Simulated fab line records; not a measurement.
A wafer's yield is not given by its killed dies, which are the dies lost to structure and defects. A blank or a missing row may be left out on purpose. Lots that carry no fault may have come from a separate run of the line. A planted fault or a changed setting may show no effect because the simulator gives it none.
Split-lot study | flow sfq-line | 23 wafers read from 5 lots, route of 325 steps

## SPLIT DETAILS
At SFQ_TRILAYER_M1_LITHO_COAT_039 (resist thk 600 nm), the setting resist-thk-nm was moved away from the recipe's 600 nm on 9 of the 23 wafers read, by -5.0% to +1.9%. The other wafers ran this setting at the recipe's value.

## FROM THE SPLIT TO THE READING: what the file shows between them, 1 step
- SFQ_TRILAYER_M1_BARC_OPEN_METAL_ETCH_054: etches BARC in O2, target depth 125 nm, time 41.7 s (also split here: bias-w)

## THE READING
KrF_of_TRILAYER_M1_LITHO_COAT_039.thk-nm (the simulator's own value, which no gauge read), in nm, at SFQ_TRILAYER_M1_ETCH_METAL_ETCH_042 (etches Nb in Cl2/Ar, stops on SiO2, target depth 240 nm, time 125.7 s). There is no usual value for it anywhere in the file. Here, 14 wafers ran the recipe; their average is 374.4 nm with a standard deviation of 2.5 nm.

wafer  | tool, chamber at the split | resist-thk-nm as run, nm | against the recipe | KrF_of_TRILAYER_M1_LITHO_COAT_039.thk-nm, nm | against lot-mates on the recipe
L075.1 | litho-track-03, 0          | 611.2                    | +1.9%              | 383.8                                        | +10.5
L075.2 | litho-track-03, 0          | 611.2                    | +1.9%              | 384.7                                        | +11.4
L075.3 | litho-track-03, 0          | 600                      | recipe             | 371.6                                        | -
L075.5 | litho-track-03, 0          | 600                      | recipe             | 373.2                                        | -
L075.6 | litho-track-03, 0          | 600                      | recipe             | 375.2                                        | -
L077.1 | litho-track-01, 0          | 600                      | recipe             | 377.6                                        | -
L077.2 | litho-track-01, 0          | 610.8                    | +1.8%              | 382.5                                        | +6.6
L077.4 | litho-track-01, 0          | 610.8                    | +1.8%              | 386.7                                        | +10.8
L077.5 | litho-track-01, 0          | 600                      | recipe             | 373.6                                        | -
L077.6 | litho-track-01, 0          | 600                      | recipe             | 376.5                                        | -
L079.2 | litho-track-04, 0          | 600                      | recipe             | 373.9                                        | -
L079.4 | litho-track-04, 0          | 600                      | recipe             | 373.7                                        | -
L079.5 | litho-track-04, 0          | 600                      | recipe             | 375.1                                        | -
L083.1 | litho-track-04, 0          | 600                      | recipe             | 376.2                                        | -
L083.2 | litho-track-04, 0          | 590.8                    | -1.5%              | 359.3                                        | -13.6
L083.3 | litho-track-04, 0          | 600                      | recipe             | 374.4                                        | -
L083.4 | litho-track-04, 0          | 600                      | recipe             | 368.2                                        | -
L083.6 | litho-track-04, 0          | 590.8                    | -1.5%              | 364.5                                        | -8.4
L084.1 | litho-track-03, 0          | 600                      | recipe             | 373.5                                        | -
L084.2 | litho-track-03, 0          | 570.2                    | -5.0%              | 348.2                                        | -28.1
L084.3 | litho-track-03, 0          | 600                      | recipe             | 379                                          | -
L084.4 | litho-track-03, 0          | 570.2                    | -5.0%              | 343.8                                        | -32.4
L084.5 | litho-track-03, 0          | 570.2                    | -5.0%              | 342.7                                        | -33.6

FIT RESULTS
A straight line over all 23 wafers: KrF_of_TRILAYER_M1_LITHO_COAT_039.thk-nm changes by +5.93 nm for each +1% of resist-thk-nm; r = +0.98; the points scatter about the line by 2.7 nm.
The same after taking each lot's own level away (the mean of its wafers on the recipe; 23 wafers): +6.16 nm for each +1%; r = +0.98; scatter 2.4 nm.
That fit puts the effect of the largest move of resist-thk-nm on the reading at 31 nm.
From 372.93 to 376.25 nm: that is the span of the lots' own levels, equal to 1.3 times the standard deviation above.
Consequently the slope shifts little with the lot-to-lot level, the two slopes agreeing.
Check: -32.3 nm against its lot-mates is what the line predicts for one of the wafers moved furthest among these (-5.0%) when that wafer is left out of the fit. It came out at -28.1 nm against them.

## OTHER SPLITS APPLIED TO THESE WAFERS
Other splits were also applied to these wafers ahead of the reading. Each is held against what the fit with the lots' levels taken away leaves over:
other split on the same wafers                   | wafers away from the commonest value | r with KrF_of_TRILAYER_M1_LITHO_COAT_039.thk-nm (lot level and that fit taken away)
SFQ_TRILAYER_INCOMING_OXIDATION_002 temp-c       | 18                                   | +0.00
SFQ_TRILAYER_L0_VIA_LITHO_COAT_013 resist-thk-nm | 6                                    | +0.01
SFQ_TRILAYER_M0_LITHO_COAT_026 resist-thk-nm     | 10                                   | +0.17
SFQ_TRILAYER_M0_LITHO_PEB_024 peb-temp-c         | 7                                    | -0.02
SFQ_TRILAYER_M0_ETCH_METAL_ETCH_024 time-s       | 7                                    | -0.40
SFQ_TRILAYER_I0_VIA_LITHO_COAT_036 resist-thk-nm | 10                                   | -0.07
SFQ_TRILAYER_M1_BARC_OPEN_METAL_ETCH_054 bias-w  | 9                                    | +0.12

## THE WHOLE CHAIN: every reading that the file lists as answering this split, in the file's order
step                                | what it does                                                          | reading                                                                                   | change (the file's fit)              | r (the file's)
SFQ_TRILAYER_M1_LITHO_COAT_039      | resist thk 600 nm                                                     | KrF_of_TRILAYER_M1_LITHO_COAT_039.thk-nm (the simulator's own value, which no gauge read) | +5.89 nm for each +1% of the setting | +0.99
SFQ_TRILAYER_M1_ETCH_METAL_ETCH_042 | etches Nb in Cl2/Ar, stops on SiO2, target depth 240 nm, time 125.7 s | KrF_of_TRILAYER_M1_LITHO_COAT_039.thk-nm (the simulator's own value, which no gauge read) | +6.19 nm for each +1% of the setting | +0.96

## THE FILE'S OWN FIT
KrF_of_TRILAYER_M1_LITHO_COAT_039.thk-nm changes by +6.19 nm for each +1% of resist-thk-nm, r = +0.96.
